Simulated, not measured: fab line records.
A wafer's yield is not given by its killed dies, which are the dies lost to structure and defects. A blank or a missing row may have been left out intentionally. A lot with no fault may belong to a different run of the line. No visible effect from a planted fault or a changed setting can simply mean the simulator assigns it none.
Matching of chambers    flow sky130    SKY_VIA1_CMP_24 on cmp-02 has 4 sister chambers
The step polishes, stops on SiO2, t overpolish 15 s, target thk 0 nm. 14 wafers are shown with their chamber, then 7 later ones without.

EACH WAFER AND ITS CHAMBER
wafer   chamber  motorCurrentA (A)  overpolishRunS (s)  slurryFlowMlMin
L146.2  2        11.4               15.004              149.8
L146.4  3        12.4               14.996              149.3
L146.5  1        10.8               14.991              150.1
L147.1  3        12.3               15.007              149.7
L147.2  0        9.5                15.002              149.9
L147.3  2        10.8               14.996              150.3
L150.3  1        11.2               14.992              149.7
L150.5  3        12.6               14.990              150.4
L150.6  0        8.8                15.012              149.4
L157.2  2        11.1               15.011              151.6
L157.3  1        10.4               14.993              150.0
L157.6  1        11.1               15.010              150.1
L158.1  1        10.7               14.990              149.5
L158.3  0        9.2                15.020              150.2

SIGNATURES, as means of the wafers listed above
reading          chamber 0  chamber 1  chamber 2  chamber 3  scatter within a chamber
motorCurrentA    9.167      10.840     11.100     12.433     0.298
overpolishRunS   15.01133   14.99520   15.00367   14.99767   0.00838
slurryFlowMlMin  149.833    149.880    150.567    149.800    0.544
Rule: distance of a wafer from a chamber = root of the sum over the readings of ((wafer's reading minus chamber's mean) / reading's scatter) squared. If the next closest chamber is less than 2 further off than the closest, the wafer can't be placed; otherwise it belongs to the closest. The scatter is the square root of a quotient: the sum, over the shown wafers, of each reading's squared deviation from its chamber's mean, divided by wafers minus chambers.

WAFERS MISSING THEIR CHAMBER
wafer   motorCurrentA (A)  overpolishRunS (s)  slurryFlowMlMin
L158.5  12.1               15.004              150.2
L168.2  8.9                15.004              150.6
L168.3  12.5               15.003              149.1
L168.4  11.0               15.009              150.0
L169.2  10.8               15.005              149.6
L169.5  11.1               15.000              150.0
L169.6  11.0               15.013              149.3

THE CHAMBER EACH PASSED THROUGH
wafer   from the rows above      in truth
L158.5  can't be placed: 3 or 2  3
L168.2  0                        0
L168.3  3                        3
L168.4  can't be placed: 2 or 1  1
L169.2  can't be placed: 1 or 2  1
L169.5  can't be placed: 1 or 2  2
L169.6  can't be placed: 1 or 2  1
2 of 7 placed correctly. From these rows, 5 cannot be placed; in 5 the true chamber is one of the candidates. Wrongly placed: 0.
